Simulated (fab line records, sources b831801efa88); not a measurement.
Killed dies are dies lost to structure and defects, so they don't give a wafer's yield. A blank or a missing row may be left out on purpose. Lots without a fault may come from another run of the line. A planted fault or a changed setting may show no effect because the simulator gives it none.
fab line records | flow sky130 | part 1 of 2: steps 1 to 42 of 43
record lots=6 wafers=18 last_day=51
route steps=708 shown VIA3@577 METAL4@598 CAP2M@603 PAD_OPEN@708
lots that met no fault: from a run of the same line without faults
start_h: hours from the record's first day to the start of the lot's first wafer shown | wait_h: hours since the lot's step before | " the same as in the row above | L1.1+2: a row that stands for several wafers | - no value, or no start given | * or withheld: withheld | < > ~ a bound
route shown NAME@n: a module of which the file shows steps, and the number in the route of the first | usual: mean/standard deviation of fault-free wafers | same: alike in all rows | chamber/n: place in a boat | sites: the reading at each site | _std_site: their standard deviation | _edge_site: outer sites' mean less inner sites' | radius_mm: how far each site lies from the wafer's centre | mask NAME#n: copy n | behind: the tool/chamber that last shaped the wafer | hold: why the lot was held/for how many hours/how that ended | device: the transistor (n, p or np) that didn't switch | end of line: the same wafers' tests at the end of the route | a step without rows: its recipe alone | killed: dies lost to structure and defects at the first sort, not the wafer's yield | map: a wafer's dies, x killed, . not, _ none there
set.NAME: the setting as run; set.NAME@STEP: as run at that earlier step | model.NAME: the simulator's own value behind a step, which no gauge read
lots at some steps of the route; a table a step, a row a wafer
services: from which hour (start_h, from the record's first day; less than 0 if before it) a tool's chamber was out of use, for how many hours, and why
## steps
# step SKY_VIA3_DEHYDRATE_04
# recipe temp_c=200 time_s=60
# step SKY_VIA3_HMDS_05
# recipe prime_time_s=60 prime_temp_c=120
# step SKY_VIA3_COAT_06
# recipe resist=BARC temp_c=withheld time_s=withheld spin_rpm=3000 resist_thk_nm=60
# step SKY_VIA3_COAT_07
# recipe resist=KrF-thick spin_rpm=3000 resist_thk_nm=450
# step SKY_VIA3_SOFTBAKE_08
# recipe temp_c=100 time_s=90 resist=KrF-thick
# step SKY_VIA3_EXPOSE_09
# recipe mask_id=VIM3 na=0.8 source_shape=annular sigma_inner=0.55 sigma_outer=0.85 target_cd_nm=200 dose_mj=38
# step SKY_VIA3_PEB_10
# recipe peb_temp_c=withheld peb_time_s=withheld resist=KrF-thick
# step SKY_VIA3_DEVELOP_11
# recipe develop_time_s=60 resist=KrF-thick dev_temp_c=21
# step SKY_VIA3_CD_MEAS_12
# recipe target_cd_nm=200
# usual cd_nm=199.5/1.6
# columns lot.wafer tool chamber start_h wait_h cd_nm
L490.1 cd_sem-01 - 952.86 - 201.5
L490.4 " - " " 202.6
L490.5 " - " " 201.1
L497.1 cd_sem-02 - 992.11 - 198.4
L497.3 " - " " 197.2
L497.6 " - " " 197.6
L501.1 cd_sem-02 - 1010.91 - 200.4
L501.3 " - " " 200.8
L501.5 " - " " 200.6
L507.1 cd_sem-01 - 1045.51 - 198.9
L507.2 " - " " 197.9
L507.5 " - " " 198.4
L510.2 cd_sem-02 - 1081.98 - 199.2
L510.4 " - " " 197.9
L510.5 " - " " 198.8
L511.2 cd_sem-02 - 1105.53 - 198.1
L511.5 " - " " 198.3
L511.6 " - " " 197.6
# step SKY_VIA3_OVL_MEAS_13
# usual VIA3_OVL=0/6.3
# columns lot.wafer tool chamber start_h wait_h VIA3_OVL[nm]
L490.1 overlay-01 - 952.98 0.1 4
L490.4 " - " " 4
L490.5 " - " " -3
L497.1 overlay-01 - 992.23 0.1 -11
L497.3 " - " " 1
L497.6 " - " " -1
L501.1 overlay-01 - 1011.03 0.1 5
L501.3 " - " " -4
L501.5 " - " " -2
L507.1 overlay-02 - 1045.63 0.1 15
L507.2 " - " " 9
L507.5 " - " " 11
L510.2 overlay-01 - 1082.09 0.1 5
L510.4 " - " " 6
L510.5 " - " " -3
L511.2 overlay-02 - 1105.64 0.1 1
L511.5 " - " " 7
L511.6 " - " " 5
# step SKY_VIA3_ETCH_14
# recipe chemistry=N2/H2 target=BARC ion_energy_ev=200 source_w=500 bias_w=100 pressure_mtorr=30 n2_flow_sccm=100 h2_flow_sccm=200 stop_on=SiO2 time_s=45.9 target_depth_a=600
# step SKY_VIA3_ETCH_15
# recipe target=SiO2 chemistry=C4F8/O2/Ar target_depth_nm=507 stop_on=TiN mask_material=KrF-thick source_w=1500 bias_w=1200 pressure_mtorr=40 c4f8_flow_sccm=withheld O2_flow_sccm=6 Ar_flow_sccm=300 time_s=78
# usual oes_product_au=0.955/0.0049
# columns lot.wafer tool chamber start_h wait_h oes_product_au rf_hours_counter_h
L490.1 rie_diel-01 0 953.06 0.0 0.964 19
L490.4 " 1 " " 0.957 5
L490.5 " 1 " " 0.962 -
L497.1 rie_diel-03 1 992.31 0.0 0.953 17
L497.3 " 2 " " 0.951 13
L497.6 " 2 " " 0.959 -
L501.1 rie_diel-02 0 1011.13 0.0 0.964 9
L501.3 " 3 " " 0.951 -
L501.5 " 3 " " 0.952 -
L507.1 rie_diel-01 2 1045.71 0.0 0.964 4
L507.2 " 3 " " 0.952 21
L507.5 " 2 " " 0.948 -
L510.2 rie_diel-03 0 1082.16 0.0 0.945 5
L510.4 " 1 " " 0.955 21
L510.5 " 0 " " 0.951 -
L511.2 rie_diel-02 0 1105.71 0.0 0.956 13
L511.5 " 1 " " 0.947 -
L511.6 " 0 " " 0.958 -
# step SKY_VIA3_STRIP_16
# recipe chemistry=O2/N2 power_w=1400 pressure_mtorr=1500 platen_temp_c=withheld o2_flow_sccm=3000 n2_flow_sccm=300 overash_fraction=0.5
# usual drypump_motor_current_A=6.0/0.42 oes_product_au=0.403/0.0049 strip_time_to_endpoint_s=4.144/0.019
# columns lot.wafer tool chamber start_h wait_h drypump_motor_current_A oes_product_au rf_hours_counter_h strip_time_to_endpoint_s
L490.1 plasma_asher-04 0 953.12 0.0 6.5 0.394 54 4.126
L490.4 " 0 " " 6.4 0.414 - 4.122
L490.5 " 1 " " 6.0 0.406 - 4.116
L497.1 plasma_asher-03 1 992.37 0.0 5.5 0.415 119 4.108
L497.3 " 1 " " 5.5 0.402 - 4.155
L497.6 " 1 " " 5.4 0.408 - 4.142
L501.1 plasma_asher-03 0 1011.22 0.1 6.5 0.406 121 4.153
L501.3 " 1 " " 5.5 0.398 - 4.172
L501.5 " 0 " " 6.5 0.400 - 4.155
L507.1 plasma_asher-04 0 1045.77 0.0 6.5 0.405 62 4.144
L507.2 " 1 " " 5.9 0.400 62 4.143
L507.5 " 0 " " 6.5 0.399 - 4.170
L510.2 plasma_asher-03 0 1082.22 0.0 6.5 0.401 2 4.173
L510.4 " 0 " " 6.5 0.406 - 4.163
L510.5 " 0 " " 6.5 0.395 - 4.159
L511.2 plasma_asher-03 0 1105.77 0.0 6.5 0.398 4 4.127
L511.5 " 1 " " 5.5 0.405 - 4.173
L511.6 " 0 " " 6.5 0.404 - 4.167
# step SKY_VIA3_STRIP_17
# recipe chemistry=post_etch_residue_remover time_s=1200 temp_c=72.5
# step SKY_VIA3_CLEAN_18
# recipe chemistry=IPA time_s=180 temp_c=25
# step SKY_VIA3_CLEAN_19
# recipe chemistry=O3/DIW dry=n2_spin
# step SKY_VIA3_SPUTTER_20
# recipe material=TiN target_thk_nm=20 chamber_pressure_pa=5 power_w=4000 time_s=80
# step SKY_VIA3_CVD_21
# recipe material=W target_thk_nm=390 time_s=117.31 temp_c=400 pressure_torr=40
# step SKY_VIA3_RS_MEAS_22
# recipe thk_meas_gauge=four-point-probe reads=W_of_VIA3_CVD_21+TiN_of_VIA3_SPUTTER_20
# usual VIA3_W_RS=0.292/0.0038
# columns lot.wafer tool chamber start_h wait_h VIA3_W_RS[ohm/sq]
L490.1 film_metro-01 - 953.90 0.1 0.294
L490.4 " - " " 0.293
L490.5 " - " " 0.292
L497.1 film_metro-02 - 993.14 0.1 0.301
L497.3 " - " " 0.290
L497.6 " - " " 0.294
L501.1 film_metro-04 - 1012.00 0.1 0.291
L501.3 " - " " 0.294
L501.5 " - " " 0.291
L507.1 film_metro-02 - 1046.54 0.1 0.293
L507.2 " - " " 0.287
L507.5 " - " " 0.292
L510.2 film_metro-01 - 1083.01 0.1 0.293
L510.4 " - " " 0.292
L510.5 " - " " 0.294
L511.2 film_metro-02 - 1106.61 0.1 0.294
L511.5 " - " " 0.288
L511.6 " - " " 0.295
# step SKY_VIA3_THK_MEAS_23
# recipe thk_meas_gauge=xrf reads=W_of_VIA3_CVD_21
# usual VIA3_W_THK=381/6.1
# columns lot.wafer tool chamber start_h wait_h VIA3_W_THK[nm]
L490.1 film_metro-01 - 954.02 0.1 376
L490.4 " - " " 377
L490.5 " - " " 380
L497.1 film_metro-02 - 993.26 0.1 371
L497.3 " - " " 384
L497.6 " - " " 378
L501.1 film_metro-04 - 1012.12 0.1 387
L501.3 " - " " 383
L501.5 " - " " 389
L507.1 film_metro-02 - 1046.66 0.1 385
L507.2 " - " " 389
L507.5 " - " " 387
L510.2 film_metro-01 - 1083.12 0.1 374
L510.4 " - " " 374
L510.5 " - " " 370
L511.2 film_metro-02 - 1106.72 0.1 376
L511.5 " - " " 384
L511.6 " - " " 374
# step SKY_VIA3_CMP_24
# recipe stop_on=SiO2 t_overpolish_s=20 down_force_psi=3.5 platen_rpm=60 target_thk_nm=0 pad_velocity_m_s=0.94248
# usual motor_current_A=10.7/1.1 overpolish_run_s=20.000/0.0095 platen_rpm=60.00/0.04 time_to_endpoint_s=95/3.3
# columns lot.wafer tool chamber start_h wait_h motor_current_A overpolish_run_s platen_rpm time_to_endpoint_s
L490.4 cmp-02 2 954.08 0.0 10.6 19.983 59.95 92
L490.1 " 3 " " 11.3 19.984 59.97 95
L490.5 " 3 " " 11.0 20.006 59.97 96
L497.1 cmp-01 1 993.37 0.1 10.4 20.008 59.97 99
L497.3 " 2 " " 9.8 19.986 59.92 100
L497.6 " 1 " " 10.1 20.008 59.98 99
L501.1 cmp-02 0 1012.18 0.1 10.0 20.011 59.98 104
L501.3 " 3 " " 11.3 20.002 60.00 98
L501.5 " 1 " " 11.6 19.994 59.98 100
L507.2 cmp-01 0 1046.72 0.0 12.6 19.999 60.00 97
L507.1 " 2 " " 9.9 19.997 59.98 98
L507.5 " 1 " " 10.2 19.990 59.98 100
L510.2 cmp-01 1 1083.17 0.0 10.7 20.001 59.89 98
L510.4 " 2 " " 10.4 20.009 59.95 96
L510.5 " 2 " " 10.1 20.010 59.98 97
L511.2 cmp-01 2 1106.82 0.1 10.3 20.013 59.99 91
L511.6 " 1 " " 10.3 19.998 59.98 90
L511.5 " 2 " " 10.4 19.997 60.01 89
# step SKY_METAL4_SPUTTER_00
# recipe material=Ti target_thk_nm=15 power_w=3000 time_s=10 chamber_pressure_pa=0.4
# step SKY_METAL4_SPUTTER_01
# recipe material=TiN target_thk_nm=20 power_w=6500 time_s=16.7 chamber_pressure_pa=0.4
# step SKY_METAL4_SPUTTER_02
# recipe material=AlCu target_thk_nm=735 power_w=10600 time_s=39.1 chamber_pressure_pa=0.4
# step SKY_METAL4_SPUTTER_03
# recipe material=Ti target_thk_nm=5 power_w=3000 time_s=3.3 chamber_pressure_pa=0.4
# step SKY_METAL4_SPUTTER_04
# recipe material=TiN target_thk_nm=70 power_w=6500 time_s=58.3 chamber_pressure_pa=0.4
# usual chamber_pressure_pa=0.4001/0.00085 throttle_valve_pct=30.4/1.1
# columns lot.wafer tool chamber start_h wait_h chamber_pressure_pa throttle_valve_pct
L490.1 pvd_sputter-01 - 954.49 0.0 0.4005 29.5
L490.4 " - " " 0.3983 32.7
L490.5 " - " " 0.4007 29.4
L497.1 pvd_sputter-01 - 993.73 0.0 0.4001 30.9
L497.3 " - " " 0.4002 29.5
L497.6 " - " " 0.4007 29.7
L501.1 pvd_sputter-01 - 1012.58 0.0 0.4007 30.4
L501.3 " - " " 0.3998 32.5
L501.5 " - " " 0.4009 30.7
L507.1 pvd_sputter-03 - 1047.13 0.0 0.3997 28.8
L507.2 " - " " 0.4003 29.6
L507.5 " - " " 0.3998 28.8
L510.2 pvd_sputter-03 - 1083.58 0.0 0.4006 29.9
L510.4 " - " " 0.3997 31.0
L510.5 " - " " 0.3999 29.8
L511.2 pvd_sputter-03 - 1107.17 0.0 0.3982 31.0
L511.5 " - " " 0.4010 29.9
L511.6 " - " " 0.3996 30.0
# step SKY_CAP2M_CVD_00
# recipe material=SiO2 target_thk_nm=15.5 temp_c=400 time_s=withheld rf_w=450
# usual heater_power_w=666/77
# columns lot.wafer tool chamber start_h wait_h heater_power_w
L490.1 pecvd-02 0 954.54 0.0 874
L490.4 " 0 " " 870
L490.5 " 1 " " 755
L497.1 pecvd-02 0 993.78 0.0 740
L497.3 " 2 " " 711
L497.6 " 2 " " 690
L501.1 pecvd-01 2 1012.63 0.0 543
L501.3 " 0 " " 629
L501.5 " 0 " " 640
L507.1 pecvd-03 2 1047.18 0.0 589
L507.2 " 1 " " 635
L507.5 " 0 " " 711
L510.2 pecvd-03 0 1083.63 0.0 663
L510.4 " 0 " " 687
L510.5 " 1 " " 649
L511.2 pecvd-03 0 1107.22 0.0 635
L511.5 " 0 " " 644
L511.6 " 2 " " 722
# step SKY_CAP2M_THK_MEAS_01
# recipe reads=SiO2_of_CAP2M_CVD_00
# usual CAP2M_CVD_00_THK=15.55/0.19
# columns lot.wafer tool chamber start_h wait_h CAP2M_CVD_00_THK[nm]
L490.1 film_metro-02 - 954.57 - 15.52
L490.4 " - " " 15.56
L490.5 " - " " 15.67
L497.1 film_metro-03 - 993.80 - 15.34
L497.3 " - " " 15.29
L497.6 " - " " 15.47
L501.1 film_metro-03 - 1012.65 - 15.37
L501.3 " - " " 15.30
L501.5 " - " " 15.60
L507.1 film_metro-04 - 1047.20 - 15.46
L507.2 " - " " 15.72
L507.5 " - " " 15.55
L510.2 film_metro-03 - 1083.66 - 15.37
L510.4 " - " " 15.49
L510.5 " - " " 15.49
L511.2 film_metro-02 - 1107.26 - 15.51
L511.5 " - " " 15.71
L511.6 " - " " 15.54
# step SKY_CAP2M_SPUTTER_02
# recipe material=TiN target_thk_nm=200 temp_c=300 power_w=6500 time_s=166.7 chamber_pressure_pa=0.4
# step SKY_CAP2M_RS_MEAS_03
# recipe thk_meas_gauge=four-point-probe reads=TiN_of_CAP2M_SPUTTER_02
# usual CAP2M_TIN_RS=6.89/0.072
# columns lot.wafer tool chamber start_h wait_h CAP2M_TIN_RS[ohm/sq]
L490.1 film_metro-03 - 954.74 0.1 6.78
L490.4 " - " " 6.74
L490.5 " - " " 6.77
L497.1 film_metro-02 - 993.97 0.1 6.90
L497.3 " - " " 6.89
L497.6 " - " " 6.95
L501.1 film_metro-04 - 1012.82 0.1 6.76
L501.3 " - " " 6.78
L501.5 " - " " 6.82
L507.1 film_metro-04 - 1047.37 0.1 6.85
L507.2 " - " " 6.90
L507.5 " - " " 6.92
L510.2 film_metro-03 - 1083.84 0.1 7.03
L510.4 " - " " 6.99
L510.5 " - " " 7.02
L511.2 film_metro-03 - 1107.43 0.1 7.03
L511.5 " - " " 7.01
L511.6 " - " " 6.98
# step SKY_CAP2M_THK_MEAS_04
# recipe thk_meas_gauge=xrf reads=TiN_of_CAP2M_SPUTTER_02
# usual CAP2M_TIN_THK=202.1/2.3
# columns lot.wafer tool chamber start_h wait_h CAP2M_TIN_THK[nm]
L490.1 film_metro-03 - 954.86 0.1 205.6
L490.4 " - " " 206.9
L490.5 " - " " 205.3
L497.1 film_metro-02 - 994.09 0.1 200.8
L497.3 " - " " 201.1
L497.6 " - " " 200.0
L501.1 film_metro-04 - 1012.94 0.1 203.9
L501.3 " - " " 204.3
L501.5 " - " " 201.4
L507.1 film_metro-04 - 1047.49 0.1 203.1
L507.2 " - " " 201.7
L507.5 " - " " 201.5
L510.2 film_metro-03 - 1083.95 0.1 199.4
L510.4 " - " " 200.8
L510.5 " - " " 199.7
L511.2 film_metro-03 - 1107.54 0.1 198.0
L511.5 " - " " 198.8
L511.6 " - " " 199.9
# step SKY_CAP2M_DEHYDRATE_05
# recipe temp_c=200 time_s=60
# step SKY_CAP2M_HMDS_06
# recipe prime_time_s=60 prime_temp_c=120
# step SKY_CAP2M_COAT_07
# recipe resist=NOVOLAK spin_rpm=3000 resist_thk_nm=1140
# step SKY_CAP2M_SOFTBAKE_08
# recipe temp_c=90 time_s=60 resist=NOVOLAK
# step SKY_CAP2M_EXPOSE_09
# recipe mask_id=CAP2M na=0.6 source_shape=conventional sigma_outer=0.6 polarization=unpolarized target_cd_nm=1000 dose_mj=159
# step SKY_CAP2M_PEB_10
# recipe temp_c=withheld time_s=* resist=NOVOLAK
# step SKY_CAP2M_DEVELOP_11
# recipe resist=NOVOLAK developer=TMAH develop_time_s=61.85 dev_temp_c=23
# step SKY_CAP2M_OVL_MEAS_12
# usual CAP2M_OVL=0.3/1.2
# columns lot.wafer tool chamber start_h wait_h CAP2M_OVL[nm]
L490.1 overlay-01 - 975.76 0.1 1.7
L490.4 " - " " -0.2
L490.5 " - " " 1.6
L497.1 overlay-01 - 1017.01 0.1 0.9
L497.3 " - " " 1.5
L497.6 " - " " 0.9
L501.1 overlay-01 - 1034.41 0.1 1.1
L501.3 " - " " 1.6
L501.5 " - " " 1.5
L507.1 overlay-02 - 1068.72 0.1 0.0
L507.2 " - " " -0.6
L507.5 " - " " 1.9
L510.2 overlay-01 - 1104.62 0.1 -0.1
L510.4 " - " " -0.4
L510.5 " - " " -1.5
L511.2 overlay-01 - 1126.32 0.1 1.2
L511.5 " - " " 1.0
L511.6 " - " " -1.1
# step SKY_CAP2M_METAL_ETCH_13
# recipe target_depth_nm=220 stop_on=SiO2 chemistry=Cl2/BCl3 target=TiN pressure_mtorr=10 icp_w=900 bias_w=48.5 Cl2_flow_sccm=60 bcl3_flow_sccm=30 time_s=62.9
# usual drypump_motor_current_A=6.0/0.4 oes_product_au=0.943/0.007 throttle_valve_pct=21.899/0.01
# columns lot.wafer tool chamber start_h wait_h drypump_motor_current_A oes_product_au rf_hours_counter_h throttle_valve_pct
L490.1 rie_metal-03 0 975.79 0.0 5.9 0.950 5 21.888
L490.4 " 0 " " 5.9 0.957 - 21.906
L490.5 " 1 " " 6.4 0.946 - 21.877
L497.1 rie_metal-01 0 1017.04 0.0 5.5 0.939 18 21.906
L497.3 " 0 " " 5.5 0.949 - 21.894
L497.6 " 0 " " 5.5 0.943 - 21.914
L501.1 rie_metal-02 0 1034.44 0.0 6.3 0.956 15 21.899
L501.3 " 1 " " 5.3 0.946 - 21.882
L501.5 " 0 " " 6.3 0.946 - 21.901
L507.1 rie_metal-03 0 1068.76 0.0 5.9 0.946 11 21.894
L507.2 " 1 " " 6.4 0.938 18 21.885
L507.5 " 1 " " 6.4 0.945 - 21.890
L510.2 rie_metal-02 1 1104.65 0.0 5.3 0.928 14 21.913
L510.4 " 0 " " 6.3 0.931 - 21.892
L510.5 " 0 " " 6.3 0.928 - 21.911
L511.2 rie_metal-03 1 1126.35 0.0 6.4 0.940 22 21.897
L511.5 " 1 " " 6.4 0.928 - 21.917
L511.6 " 0 " " 5.9 0.936 - 21.893
# step SKY_CAP2M_STRIP_14
# recipe chemistry=O2/N2 power_w=1400 pressure_mtorr=1500 platen_temp_c=withheld o2_flow_sccm=3000 n2_flow_sccm=300 overash_fraction=0.5
# step SKY_CAP2M_STRIP_15
# recipe chemistry=post_etch_residue_remover time_s=1200 temp_c=72.5
